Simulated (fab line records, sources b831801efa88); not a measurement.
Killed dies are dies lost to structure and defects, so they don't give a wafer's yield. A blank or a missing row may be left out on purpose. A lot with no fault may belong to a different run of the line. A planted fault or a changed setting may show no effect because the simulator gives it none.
fab line records	flow sky130
record: lots: 12	wafers: 36	last-day: 50
route steps=708 shown SD_N@356 LI_CONTACT@382 CONTACT@410
lots untouched by any fault: they come from a run of this same line in which no faults occurred
start-h: hours from the record's first day to the start of the lot's first wafer shown	wait-h: time in hours since the lot's previous step	" same as the row above	L1.1+2: a single row standing in for several wafers	- no value, or no start was given	* or withheld: withheld	< > ~ a bound
route shown NAME@n: NAME is a module with steps in the file, n the number in the route of the first one	usual: mean/standard deviation taken from wafers without a fault	same: alike in all rows	chamber/n: place in a boat	sites: readings site by site	_std_site: the standard deviation of these	_edge_site: outer sites' mean less inner sites'	radius-mm: how far each site lies from the wafer's centre	mask NAME#n: copy n	behind: tool/chamber where the wafer was last shaped	hold: cause of the lot's hold/its duration in hours/its outcome	device: whichever transistor did not switch (one of n, p or np)	end of line: tests run on the same wafers once the route is complete	a step given without rows: its recipe and nothing more	killed: not the wafer's yield, but the dies lost to structure and defects at the first sort	map: a wafer's dies, x killed, . not, _ none there
set.NAME: setting as actually run; set.NAME@STEP: the setting as run at that earlier step	model.NAME: the simulator's own value behind a step, which no gauge read
a sample of lots followed through the steps of the route, with each step as a table and each wafer as a row
services: the hour from which a tool's chamber was out of use, counted from the record's first day as start-h (under 0 if before that day), plus the number of hours and why
== steps ==
step: SKY_SD_N_RTA_14
recipe: temp-c: 1075	time-s: 2	idle-temp-c: 650	ramp-up-c-per-s: 150	ramp-down-c-per-s: 90	ambient: N2
usual: lamp-power-pct: 15.74/0.052	wafer_temp_C_max: 1077.9/1.3
lot.wafer	tool	chamber	start-h	wait-h	lamp-power-pct	wafer_temp_C_max
L620.1	rtp-anneal-02	0	642.74	0.0	15.73	1078.6
L620.2	"	0	"	"	15.73	1076.4
L620.6	"	0	"	"	15.76	1079.0
L622.2	rtp-anneal-02	0	659.45	0.0	15.76	1080.3
L622.3	"	0	"	"	15.73	1076.1
L622.4	"	0	"	"	15.70	1076.9
L623.2	rtp-anneal-01	0	671.99	0.0	15.70	1079.4
L623.4	"	0	"	"	15.83	1076.9
L623.5	"	0	"	"	15.69	1077.5
L625.1	rtp-anneal-01	0	692.70	0.0	15.80	1077.6
L625.4	"	0	"	"	15.64	1077.3
L625.6	"	0	"	"	15.69	1076.1
L626.1	rtp-anneal-02	0	705.60	0.0	15.68	1077.2
L626.3	"	0	"	"	15.76	1076.4
L626.6	"	0	"	"	15.81	1077.9
L627.1	rtp-anneal-01	0	708.25	0.0	15.75	1078.1
L627.3	"	0	"	"	15.72	1076.2
L627.4	"	0	"	"	15.75	1077.9
L633.1	rtp-anneal-01	0	764.35	0.0	15.75	1079.3
L633.4	"	0	"	"	15.73	1078.6
L633.5	"	0	"	"	15.69	1075.9
L634.1	rtp-anneal-02	0	768.88	0.0	15.73	1076.3
L634.2	"	0	"	"	15.68	1077.3
L634.6	"	0	"	"	15.77	1076.3
L635.2	rtp-anneal-01	0	773.10	0.0	15.76	1076.1
L635.3	"	0	"	"	15.67	1080.3
L635.5	"	0	"	"	15.67	1079.0
L640.1	rtp-anneal-02	0	806.55	0.0	15.68	1079.0
L640.2	"	0	"	"	15.74	1081.1
L640.6	"	0	"	"	15.59	1077.7
L643.3	rtp-anneal-02	0	839.00	0.0	15.77	1077.2
L643.4	"	0	"	"	15.60	1078.3
L643.5	"	0	"	"	15.82	1078.7
L642.1	rtp-anneal-01	0	839.63	0.0	15.81	1078.4
L642.3	"	0	"	"	15.70	1079.7
L642.5	"	0	"	"	15.69	1079.1
step: SKY_LI_CONTACT_SPUTTER_20
recipe: material: TiN	target-thk-nm: 20	chamber-pressure-pa: 5	power-w: 4000	time-s: 80
usual: throttle-valve-pct: 30.0/1.2
lot.wafer	tool	chamber	start-h	wait-h	throttle-valve-pct
L620.1	pvd-sputter-04	-	672.92	0.0	30.6
L620.2	"	-	"	"	30.4
L620.6	"	-	"	"	30.6
L622.2	pvd-sputter-03	-	688.59	0.0	29.8
L622.3	"	-	"	"	30.3
L622.4	"	-	"	"	31.4
L623.2	pvd-sputter-01	-	701.90	0.0	31.1
L623.4	"	-	"	"	32.0
L623.5	"	-	"	"	31.2
L625.1	pvd-sputter-03	-	723.48	0.0	28.1
L625.4	"	-	"	"	29.8
L625.6	"	-	"	"	30.1
L626.1	pvd-sputter-04	-	737.31	0.0	28.9
L626.3	"	-	"	"	30.7
L626.6	"	-	"	"	29.0
L627.1	pvd-sputter-01	-	738.49	0.0	27.9
L627.3	"	-	"	"	29.1
L627.4	"	-	"	"	32.1
L633.1	pvd-sputter-04	-	792.74	0.0	28.8
L633.4	"	-	"	"	30.7
L633.5	"	-	"	"	30.3
L634.1	pvd-sputter-03	-	797.58	0.0	29.5
L634.2	"	-	"	"	31.4
L634.6	"	-	"	"	31.2
L635.2	pvd-sputter-03	-	800.98	0.0	28.4
L635.3	"	-	"	"	31.3
L635.5	"	-	"	"	29.4
L640.1	pvd-sputter-01	-	834.87	0.0	29.2
L640.2	"	-	"	"	32.0
L640.6	"	-	"	"	31.8
L643.3	pvd-sputter-03	-	867.30	0.0	30.2
L643.4	"	-	"	"	29.8
L643.5	"	-	"	"	30.3
L642.1	pvd-sputter-01	-	867.62	0.0	31.0
L642.3	"	-	"	"	32.1
L642.5	"	-	"	"	31.2
step: SKY_CONTACT_CMP_04
recipe: material: SiO2	down-force-psi: 4	platen-rpm: 60	pad-velocity-m-s: 0.94248
usual: motor-current-A: 11.7/1.3	time-to-endpoint-s: 81/5.6
lot.wafer	tool	chamber	start-h	wait-h	motor-current-A	time-to-endpoint-s
L620.2	cmp-01	2	703.20	0.0	13.5	83
L620.1	"	1	"	"	11.0	90
L620.6	"	2	"	"	13.4	89
L622.4	cmp-02	0	718.51	0.0	13.7	71
L622.2	"	1	"	"	11.5	74
L622.3	"	2	"	"	10.2	76
L623.4	cmp-02	2	732.53	0.1	10.3	87
L623.2	"	3	"	"	9.8	89
L623.5	"	0	"	"	13.0	79
L625.4	cmp-01	2	753.21	0.0	14.3	88
L625.1	"	1	"	"	11.6	88
L625.6	"	2	"	"	14.5	87
L626.1	cmp-02	1	767.30	0.1	11.9	80
L626.3	"	2	"	"	10.5	80
L626.6	"	0	"	"	13.4	73
L627.4	cmp-01	0	769.15	0.1	10.5	78
L627.3	"	1	"	"	11.1	83
L627.1	"	2	"	"	13.6	83
L633.4	cmp-01	3	821.30	0.1	12.4	80
L633.1	"	1	"	"	11.7	81
L633.5	"	2	"	"	13.9	83
L634.2	cmp-02	0	826.49	0.0	13.6	72
L634.1	"	2	"	"	10.7	80
L634.6	"	0	"	"	13.1	73
L635.3	cmp-02	2	829.55	0.1	10.4	79
L635.2	"	3	"	"	9.8	82
L635.5	"	1	"	"	11.2	79
L640.2	cmp-02	0	863.78	0.1	12.9	75
L640.1	"	2	"	"	10.5	88
L640.6	"	0	"	"	13.1	73
L643.4	cmp-02	0	895.31	0.1	12.7	82
L643.3	"	2	"	"	11.0	88
L643.5	"	3	"	"	9.7	91
L642.3	cmp-01	3	895.86	0.0	11.7	78
L642.1	"	0	"	"	9.8	78
L642.5	"	0	"	"	10.0	80
step: SKY_CONTACT_COAT_08
recipe: resist: BARC	temp-c: withheld	time-s: withheld	spin-rpm: 3000	resist-thk-nm: 60
usual: chill-plate-temp-C: *	spin-speed-rpm: 2999.6/2.3
lot.wafer	tool	chamber	start-h	wait-h	chill-plate-temp-C	spin-speed-rpm
L620.1	litho-track-03	0	717.51	0.1	*	3000.5
L620.2	"	0	"	"	*	3003.8
L620.6	"	0	"	"	*	3000.1
L622.2	litho-track-02	0	732.84	0.1	*	2996.3
L622.3	"	0	"	"	*	3000.0
L622.4	"	0	"	"	*	3000.6
L623.2	litho-track-02	0	746.49	0.1	*	2997.5
L623.4	"	0	"	"	*	2999.7
L623.5	"	0	"	"	*	2999.3
L625.1	litho-track-03	0	767.41	0.1	*	2994.5
L625.4	"	0	"	"	*	2998.3
L625.6	"	0	"	"	*	3000.2
L626.1	litho-track-01	0	780.57	0.1	*	2998.5
L626.3	"	0	"	"	*	2999.3
L626.6	"	0	"	"	*	2995.9
L627.1	litho-track-03	0	782.66	0.1	*	3001.4
L627.3	"	0	"	"	*	3001.9
L627.4	"	0	"	"	*	3002.6
L633.1	litho-track-01	0	834.32	0.1	*	2518.1
L633.4	"	0	"	"	*	2518.4
L633.5	"	0	"	"	*	2521.3
L634.1	litho-track-03	0	840.16	0.1	*	2999.5
L634.2	"	0	"	"	*	3002.2
L634.6	"	0	"	"	*	3000.8
L635.2	litho-track-01	0	842.70	0.1	*	2512.8
L635.3	"	0	"	"	*	2516.5
L635.5	"	0	"	"	*	2516.4
L640.1	litho-track-02	0	876.97	0.1	*	3000.6
L640.2	"	0	"	"	*	2998.8
L640.6	"	0	"	"	*	3001.8
L643.3	litho-track-01	0	908.27	0.1	*	2999.0
L643.4	"	0	"	"	*	3001.7
L643.5	"	0	"	"	*	3001.5
L642.1	litho-track-03	0	908.51	0.1	*	3000.6
L642.3	"	0	"	"	*	3000.7
L642.5	"	0	"	"	*	3000.1
step: SKY_CONTACT_ETCH_16
recipe: chemistry: N2/H2	target: BARC	ion-energy-ev: 200	source-w: 500	bias-w: 100	pressure-mtorr: 30	n2-flow-sccm: 100	h2-flow-sccm: 200	stop-on: SiO2	time-s: 45.9	target-depth-a: 600
usual: drypump-motor-current-A: 5.7/0.53	h2-flow-sccm: 200.0/0.57	oes-product-au: 0.855/0.0051	throttle-valve-pct: 13.224/0.009
lot.wafer	tool	chamber	start-h	wait-h	drypump-motor-current-A	h2-flow-sccm	oes-product-au	rf-hours-counter-h	throttle-valve-pct
L620.1	rie-diel-03	2	731.90	0.0	4.9	198.9	0.855	11	13.236
L620.2	"	1	"	"	5.6	199.7	0.854	6	13.228
L620.6	"	1	"	"	5.6	200.9	0.855	-	13.224
L622.2	rie-diel-03	0	747.37	0.0	5.5	200.7	0.853	8	13.230
L622.3	"	1	"	"	5.7	199.7	0.853	6	13.219
L622.4	"	3	"	"	6.5	199.4	0.855	28	13.231
L623.2	rie-diel-02	0	760.97	0.0	5.2	200.5	0.860	11	13.220
L623.4	"	1	"	"	6.0	200.6	0.851	9	13.228
L623.5	"	3	"	"	6.4	200.4	0.860	-	13.228
L625.1	rie-diel-02	3	781.42	0.0	6.4	199.6	0.847	3	13.231
L625.4	"	1	"	"	5.9	200.4	0.866	9	13.235
L625.6	"	0	"	"	5.2	199.7	0.850	-	13.229
L626.1	rie-diel-03	3	794.88	0.0	6.5	199.8	0.859	30	13.231
L626.3	"	2	"	"	4.9	200.4	0.865	13	13.213
L626.6	"	3	"	"	6.5	199.5	0.862	-	13.222
L627.1	rie-diel-02	3	796.48	0.0	6.4	200.7	0.855	3	13.224
L627.3	"	1	"	"	6.0	200.4	0.862	10	13.215
L627.4	"	2	"	"	5.2	200.4	0.863	5	13.222
L633.1	rie-diel-02	3	847.84	0.0	6.4	198.9	0.900	5	13.238
L633.4	"	0	"	"	5.2	199.8	0.909	13	13.225
L633.5	"	1	"	"	5.9	200.0	0.896	-	13.245
L634.1	rie-diel-02	3	853.93	0.0	6.4	200.7	0.859	5	13.216
L634.2	"	2	"	"	5.2	199.8	0.857	7	13.222
L634.6	"	2	"	"	5.2	200.5	0.855	-	13.220
L635.2	rie-diel-02	1	856.23	0.0	5.9	198.5	0.901	12	13.221
L635.3	"	3	"	"	6.4	199.9	0.905	5	13.241
L635.5	"	3	"	"	6.4	200.0	0.891	-	13.230
L640.1	rie-diel-02	3	890.33	0.0	6.4	201.0	0.856	7	13.214
L640.2	"	2	"	"	5.2	200.5	0.857	8	13.227
L640.6	"	2	"	"	5.2	199.4	0.849	-	13.236
L643.3	rie-diel-04	3	920.93	0.0	6.1	200.2	0.853	16	13.215
L643.4	"	1	"	"	6.2	200.3	0.856	9	13.212
L643.5	"	1	"	"	6.2	199.1	0.846	-	13.236
L642.1	rie-diel-02	3	921.28	0.0	6.4	200.2	0.859	7	13.208
L642.3	"	1	"	"	5.9	199.7	0.860	14	13.225
L642.5	"	0	"	"	5.2	200.8	0.858	-	13.233
== services ==
tool	chamber	start-h	hours	kind
pvd-sputter-03	-	622.81	4.2	repair
cmp-01	-	636.81	2.9	repair
rtp-anneal-01	-	643.94	4.5	pm
cmp-02	-	651.52	4.5	repair
pvd-sputter-03	-	677.96	0.5	repair
cmp-01	-	687.04	7.7	pm
rie-diel-03	-	694.89	0.8	repair
pvd-sputter-04	-	699.35	7.9	repair
rie-diel-02	2	702.01	2.2	repair
pvd-sputter-01	-	714.41	0.7	repair
rie-diel-03	2	728.07	1.2	repair
cmp-02	-	744.00	4.0	pm
cmp-01	-	754.60	0.4	repair
pvd-sputter-01	-	761.43	2.8	repair
cmp-01	-	761.44	1.8	repair
cmp-01	-	766.44	0.6	repair
rie-diel-02	-	787.82	2.8	pm
pvd-sputter-01	-	796.74	4.7	repair
rie-diel-03	1	848.87	39.3	repair
cmp-02	-	854.05	4.4	pm
rie-diel-02	1	869.65	4.2	repair
rie-diel-03	3	889.32	7.5	repair
pvd-sputter-03	-	893.67	2.5	repair
cmp-01	-	912.00	4.0	pm
== key ==
first-sign: step: SKY_CONTACT_COAT_08	reading: spin-speed-rpm	direction: down	sigmas: 99+	usual: 2999.6	struck: 2517.3
effect: step: SKY_CONTACT_ETCH_16	reading: oes-product-au	direction: up	sigmas: 8.7	usual: 0.855	struck: 0.900
met-at SKY_CONTACT_COAT_08
struck-lots L633,L635
tester-left-out L633,L635
not-acting-at SKY_SD_N_RTA_14,SKY_LI_CONTACT_SPUTTER_20,SKY_CONTACT_CMP_04
onset-between 780.57 834.32
fault: kind: process-parameter-drift	tool: litho-track-01	chamber: -	onset-h: 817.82	steps: SKY_CONTACT_COAT_08	channel: spin-rpm	offset: -482.14	shape: step	end-h: 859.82	acts-in: these-recipes-only	stated: 3000
tester-left-out: of these lots the tester's yield and bins aren't shown, on N5 and GAA mostly nor the transistor test; their killed dies are dies lost to structure and defects alone, not to doping, threshold or leakage, so they don't give the yield
